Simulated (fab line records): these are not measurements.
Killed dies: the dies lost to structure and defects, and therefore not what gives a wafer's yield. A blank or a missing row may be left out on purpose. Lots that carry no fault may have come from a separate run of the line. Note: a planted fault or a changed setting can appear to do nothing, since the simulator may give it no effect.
fab line records	flow sky130
record lots=5	wafers=15	last-day=49
route steps=708 shown SONOS_TUNNEL@160 SONOS_ONO@168 GATE_OXIDE@187 PAD_OPEN@708
lots that met no fault: taken from a fault-free run of the same line
start-h: hours from the record's first day to the start of the lot's first wafer shown	wait-h: hours elapsed since this lot's preceding step	" unchanged from the row above	L1.1+2: several wafers, shown together as one row	- either no value or no given start	* or withheld: withheld	< > ~ a bound
route shown NAME@n: names a module that has steps shown in the file, with the first one's number in the route	usual: average and standard deviation across the fault-free wafers	same: alike in all rows	chamber/n: place in a boat	sites: each site's reading	_std_site: their standard deviation	_edge_site: outer sites' mean less inner sites'	radius-mm: for every site, how far away it sits from the centre of the wafer	mask NAME#n: copy n	behind: tool/chamber where the wafer was last shaped	hold: why the lot was held/for how many hours/how that ended	device: whichever transistor did not switch (one of n, p or np)	end of line: tests of these same wafers at the route's end	a step without rows: its recipe alone	killed: at the first sort, the dies lost to defects and structure; wafer yield is something else	map: a wafer's dies, x killed, . not, _ none there
set.NAME: the run value of the setting; set.NAME@STEP: its run value at that earlier step	model.NAME: the simulator's own value behind a step, which no gauge read
certain route steps with their lots: each step a table, each wafer a row
services: from which hour (start-h, from the record's first day; less than 0 if before it) a tool's chamber was out of use, for how many hours, and why
## steps
# step SKY_SONOS_TUNNEL_DEVELOP_06
# recipe resist=NOVOLAK	developer=TMAH	develop-time-s=60	dev-temp-c=23
# step SKY_SONOS_TUNNEL_IMPLANT_09
# recipe species=B	energy-kev=20	dose-cm2=1e+12	tilt-deg=withheld
# step SKY_SONOS_TUNNEL_WET_ETCH_10
# recipe chemistry=dHF	target-depth-nm=14	target=SiO2	dilution=100:1	temp-c=25	time-s=280
# step SKY_SONOS_TUNNEL_STRIP_11
# recipe chemistry=SPM	time-s=600	temp-c=130
# step SKY_SONOS_TUNNEL_CLEAN_13
# recipe chemistry=dHF	time-s=20	dilution=100:1	dry=ipa-marangoni
# step SKY_SONOS_ONO_OXIDATION_00
# recipe temp-c=800	ambient=O2	idle-temp-c=700	ramp-up-c-per-min=10	ramp-down-c-per-min=3	stabilise-s=600	purge-s=300	target-thk-a=26	ox-time-s=1249
# step SKY_SONOS_ONO_CVD_02
# recipe material=Si3N4	precursor=DCS/NH3	target-thk-nm=10.5	temp-c=770	time-s=180	pressure-mtorr=250
# step SKY_SONOS_ONO_CVD_04
# recipe material=SiO2	precursor=SiH4/N2O	target-thk-nm=5.7199	temp-c=900	pressure-mtorr=400
# usual spike-tc-bottom-C=919/4.6	spike-tc-centre-C=900.9/1.1	spike-tc-lower-C=899.6/1.6	spike-tc-top-C=913/4.4	spike-tc-upper-C=899.6/1.6	susceptor-temp-C=900.0/0.4	zone-power-bottom-pct=24.9/1.3	zone-power-centre-pct=22.94/0.25	zone-power-lower-pct=20.4/1.3	zone-power-top-pct=28.9/0.55
lot.wafer	tool	chamber	start-h	wait-h	spike-tc-bottom-C	spike-tc-centre-C	spike-tc-lower-C	spike-tc-top-C	spike-tc-upper-C	susceptor-temp-C	zone-power-bottom-pct	zone-power-centre-pct	zone-power-lower-pct	zone-power-top-pct	model.SiO2_of_SONOS_ONO_CVD_04.thk-nm
L786.1	lpcvd-03	1	254.74	0.1	913	901.1	897.8	907	902.3	900.4	23.0	22.46	19.1	29.5	5.657
L786.2	"	1	"	"	912	901.5	898.9	908	903.3	900.0	23.3	22.30	18.7	29.4	5.692
L786.4	"	1	"	"	914	900.2	896.7	905	900.4	900.5	23.0	22.98	18.7	29.7	5.798
L793.1	lpcvd-03	0	336.34	0.1	972	951.0	950.4	967	948.3	949.4	29.7	25.53	24.3	31.2	9.393
L793.2	"	0	"	"	972	949.5	946.3	966	947.6	949.6	29.5	26.39	24.2	31.5	9.25
L793.4	"	0	"	"	972	949.9	950.6	968	947.9	949.6	29.5	26.04	24.1	31.6	9.267
L794.1	lpcvd-03	0	336.34	0.1	972	950.2	950.1	967	946.9	950.4	29.2	25.95	24.6	31.1	9.217
L794.4	"	0	"	"	972	950.6	949.3	964	946.2	949.6	29.8	26.14	23.9	31.5	9.229
L794.5	"	0	"	"	971	952.1	949.5	967	947.9	950.2	29.2	25.85	24.4	31.6	9.221
L795.1	lpcvd-03	0	338.74	0.1	971	950.4	949.4	965	947.1	949.6	29.8	26.28	24.2	31.5	9.174
L795.4	"	0	"	"	972	951.2	950.9	966	946.5	949.7	29.4	26.01	24.1	31.7	9.133
L795.5	"	0	"	"	973	950.6	948.7	965	950.7	950.0	29.4	26.03	24.2	31.0	9.256
L798.2	lpcvd-03	1	368.04	0.0	913	900.7	898.4	907	899.1	899.7	23.3	22.90	18.7	29.3	5.733
L798.5	"	1	"	"	915	902.4	897.5	907	899.3	899.2	23.3	22.66	18.4	29.2	5.702
L798.6	"	1	"	"	913	899.8	898.9	909	902.2	900.1	23.2	23.22	19.1	30.2	5.774
# step SKY_SONOS_ONO_THK_MEAS_05
# recipe reads=SiO2_of_SONOS_ONO_CVD_04
# usual SONOS_ONO_CVD_04_THK=5.78/0.089
lot.wafer	tool	chamber	start-h	wait-h	SONOS_ONO_CVD_04_THK[nm]
L786.1	film-metro-04	-	255.99	0.0	5.64
L786.2	"	-	"	"	5.69
L786.4	"	-	"	"	5.81
L793.1	film-metro-02	-	338.21	0.0	9.40
L793.2	"	-	"	"	9.22
L793.4	"	-	"	"	9.28
L794.1	film-metro-01	-	338.21	0.0	9.22
L794.4	"	-	"	"	9.23
L794.5	"	-	"	"	9.20
L795.1	film-metro-04	-	340.62	0.0	9.18
L795.4	"	-	"	"	9.14
L795.5	"	-	"	"	9.23
L798.2	film-metro-04	-	369.30	0.0	5.71
L798.5	"	-	"	"	5.73
L798.6	"	-	"	"	5.75
# step SKY_SONOS_ONO_DEHYDRATE_06
# recipe temp-c=200	time-s=60
# step SKY_SONOS_ONO_HMDS_07
# recipe prime-time-s=60	prime-temp-c=120
# step SKY_SONOS_ONO_COAT_08
# recipe resist=NOVOLAK	spin-rpm=3000	resist-thk-nm=1140
# step SKY_SONOS_ONO_SOFTBAKE_09
# recipe temp-c=90	time-s=60	resist=NOVOLAK
# step SKY_SONOS_ONO_EXPOSE_10
# recipe mask-id=ONOM	target-cd-nm=410	na=0.6	source-shape=conventional	sigma-outer=0.6	dose-mj=150
# step SKY_SONOS_ONO_PEB_11
# recipe temp-c=withheld	time-s=*	resist=NOVOLAK
# step SKY_SONOS_ONO_DEVELOP_12
# recipe develop-time-s=60	dev-temp-c=23
# step SKY_SONOS_ONO_ETCH_15
# recipe target-depth-nm=19.52	chemistry=CHF3/O2	source-w=600	bias-w=200	pressure-mtorr=40	chf3-flow-sccm=50	O2_flow_sccm=5	time-s=7.8
# step SKY_SONOS_ONO_WET_ETCH_16
# recipe chemistry=dHF	target-depth-nm=14	dry=n2-spin	target=SiO2	dilution=100:1	temp-c=25	time-s=280
# step SKY_SONOS_ONO_STRIP_17
# recipe chemistry=O2/N2	power-w=1400	pressure-mtorr=1500	platen-temp-c=withheld	o2-flow-sccm=3000	n2-flow-sccm=300	overash-fraction=0.5
# step SKY_SONOS_ONO_WET_ETCH_18
# recipe chemistry=H3PO4	target-depth-nm=15	target=Si3N4	temp-c=160	time-s=172
# step SKY_GATE_OXIDE_CLEAN_00
# recipe chemistry=SC1/SC2	mix=1:4:20	temp-c=70	time-s=150	dry=n2-spin
# step SKY_GATE_OXIDE_OXIDATION_01
# recipe temp-c=900	ambient=O2	stabilise-s=600	purge-s=300	target-thk-a=102.68	ox-time-s=1473
# step SKY_GATE_OXIDE_DEHYDRATE_03
# recipe temp-c=200	time-s=60
# step SKY_GATE_OXIDE_HMDS_04
# recipe prime-time-s=60	prime-temp-c=120
# step SKY_GATE_OXIDE_COAT_05
# recipe resist=NOVOLAK	spin-rpm=3000	resist-thk-nm=1140
# step SKY_GATE_OXIDE_SOFTBAKE_06
# recipe temp-c=90	time-s=60	resist=NOVOLAK
# step SKY_GATE_OXIDE_EXPOSE_07
# recipe mask-id=LVOM	na=0.6	source-shape=conventional	sigma-outer=0.6	polarization=unpolarized	target-cd-nm=600	dose-mj=170
# step SKY_GATE_OXIDE_PEB_08
# recipe temp-c=withheld	time-s=*	resist=NOVOLAK
# step SKY_GATE_OXIDE_DEVELOP_09
# recipe resist=NOVOLAK	developer=TMAH	develop-time-s=60	dev-temp-c=23
# step SKY_GATE_OXIDE_IMPLANT_11
# recipe species=B	energy-kev=10	dose-cm2=2.6e+12	tilt-deg=withheld
# step SKY_GATE_OXIDE_WET_ETCH_12
# recipe chemistry=dHF	target-depth-nm=16.8	dry=n2-spin	target=SiO2	dilution=100:1	temp-c=25	time-s=336
# step SKY_GATE_OXIDE_STRIP_13
# recipe chemistry=O2/N2	power-w=1400	pressure-mtorr=1500	platen-temp-c=withheld	o2-flow-sccm=3000	n2-flow-sccm=300	overash-fraction=0.5
# step SKY_GATE_OXIDE_CLEAN_15
# recipe chemistry=SC1/SC2	mix=1:4:20	temp-c=70	time-s=150	dry=n2-spin
lot.wafer	tool	chamber	start-h	wait-h	model.SiO2_of_SONOS_ONO_CVD_04.thk-nm
L786.1	wet-bench-04	1	311.22	0.1	4.139
L786.2	"	1	"	"	4.164
L786.4	"	1	"	"	4.278
L793.1	wet-bench-03	3	400.22	0.1	7.881
L793.2	"	3	"	"	7.735
L793.4	"	3	"	"	7.753
L794.1	wet-bench-03	3	400.52	0.1	7.696
L794.4	"	3	"	"	7.705
L794.5	"	3	"	"	7.703
L795.1	wet-bench-04	1	400.63	0.1	7.653
L795.4	"	1	"	"	7.609
L795.5	"	1	"	"	7.732
L798.2	wet-bench-02	3	430.53	0.0	4.206
L798.5	"	3	"	"	4.178
L798.6	"	3	"	"	4.254
# step SKY_PAD_OPEN_PROBE_99
# usual killed_at_M0_to_M3=42/6.2	killed_at_M4_up=3.0/1.8	killed-at-contacts=25/5.9	killed-at-front-end=15/4.5	killed-at-other=0.2/0.45	killed-dies=85/9.9	killed-open=47/6.7	killed-short=39/6.4
# same gross-dies=492	killed-at-back-side=0
lot.wafer	tool	chamber	start-h	wait-h	killed_at_M0_to_M3	killed_at_M4_up	killed-at-contacts	killed-at-front-end	killed-at-other	killed-dies	killed-open	killed-short
L795.4	prober-02	-	1150.49	0.2	48	3	18	13	1	83	40	43
L795.5	prober-02	-	1150.54	0.2	55	2	20	19	1	97	48	49
L798.2	prober-02	-	1167.11	0.1	40	4	29	13	0	86	48	38
L798.5	prober-02	-	1167.26	0.2	44	3	34	8	0	89	52	37
L798.6	prober-02	-	1167.31	0.2	42	2	32	10	0	86	45	41
# killed by level:class
L795.4 VIA1:geometric-particle:open=9 METAL1:geometric-particle:short=9 VIA3:geometric-particle:open=6 POLY_GATE:geometric-particle:open=5 LI_CONTACT:geometric-particle:open=5 VIA2:geometric-particle:short=5 CONTACT:geometric-particle:open=5 VIA3:geometric-particle:short=5
L795.5 VIA2:geometric-particle:open=12 VIA1:geometric-particle:open=10 VIA1:geometric-particle:short=6 FIELD_ISO:geometric-particle:short=5 FIELD_ISO:geometric-particle:open=5 POLY_GATE:geometric-particle:short=5 LI_CONTACT:geometric-particle:open=5 VIA3:geometric-particle:open=5
L798.2 CONTACT:geometric-particle:open=12 LI_CONTACT:geometric-particle:open=8 VIA1:geometric-particle:open=8 FIELD_ISO:geometric-particle:short=6 METAL3:geometric-particle:short=5 VIA2:geometric-particle:open=5 METAL1:geometric-particle:short=4 LI_CONTACT:geometric-particle:short=4
L798.5 CONTACT:geometric-particle:open=11 LI_CONTACT:geometric-particle:open=9 CONTACT:geometric-particle:short=8 VIA2:geometric-particle:open=8 VIA3:geometric-particle:open=7 METAL1:geometric-particle:short=6 VIA1:geometric-particle:open=5 VIA2:geometric-particle:short=5
L798.6 LI_CONTACT:geometric-particle:open=10 CONTACT:geometric-particle:short=8 VIA1:geometric-particle:open=7 METAL2:geometric-particle:short=7 VIA2:geometric-particle:open=7 CONTACT:geometric-particle:open=5 LOCAL_INTERCONNECT:geometric-particle:short=4 VIA3:geometric-particle:short=4
## services
tool	chamber	start-h	hours	kind
lpcvd-03	-	248.24	2.7	repair
## key
first-sign step=SKY_SONOS_ONO_CVD_04	reading=susceptor-temp-C	direction=up	sigmas=99+	usual=*	struck=*
effect step=SKY_SONOS_ONO_CVD_04	reading=spike-tc-centre-C	direction=up	sigmas=46	usual=900.9	struck=950.6
effect step=SKY_SONOS_ONO_THK_MEAS_05	reading=SONOS_ONO_CVD_04_THK	direction=up	sigmas=39	usual=5.78	struck=9.23
model-effect step=SKY_SONOS_ONO_CVD_04	value=SiO2_of_SONOS_ONO_CVD_04.thk-nm	without=5.819	struck=9.238
model-effect step=SKY_GATE_OXIDE_CLEAN_15	value=SiO2_of_SONOS_ONO_CVD_04.thk-nm	without=4.299	struck=7.719
met-at SKY_SONOS_ONO_CVD_04
struck-wafers L793.1,L793.2,L793.4,L794.1,L794.4,L794.5,L795.1,L795.4,L795.5
rows-end L795.1
tester-left-out L793,L794,L795
fault kind=process-parameter-drift	tool=lpcvd-03	chamber=0	onset-h=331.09	steps=SKY_SONOS_ONO_CVD_04	channel=temp-c	offset=*	shape=step	end-h=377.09	stated=*
# tester-left-out: of these lots the tester's yield and bins aren't shown, on N5 and GAA mostly nor the transistor test; their killed dies are dies lost to structure and defects alone, not to doping, threshold or leakage, so they don't give the yield
# rows-end: these wafers met a further fault down the route, and their rows from its step on are left out
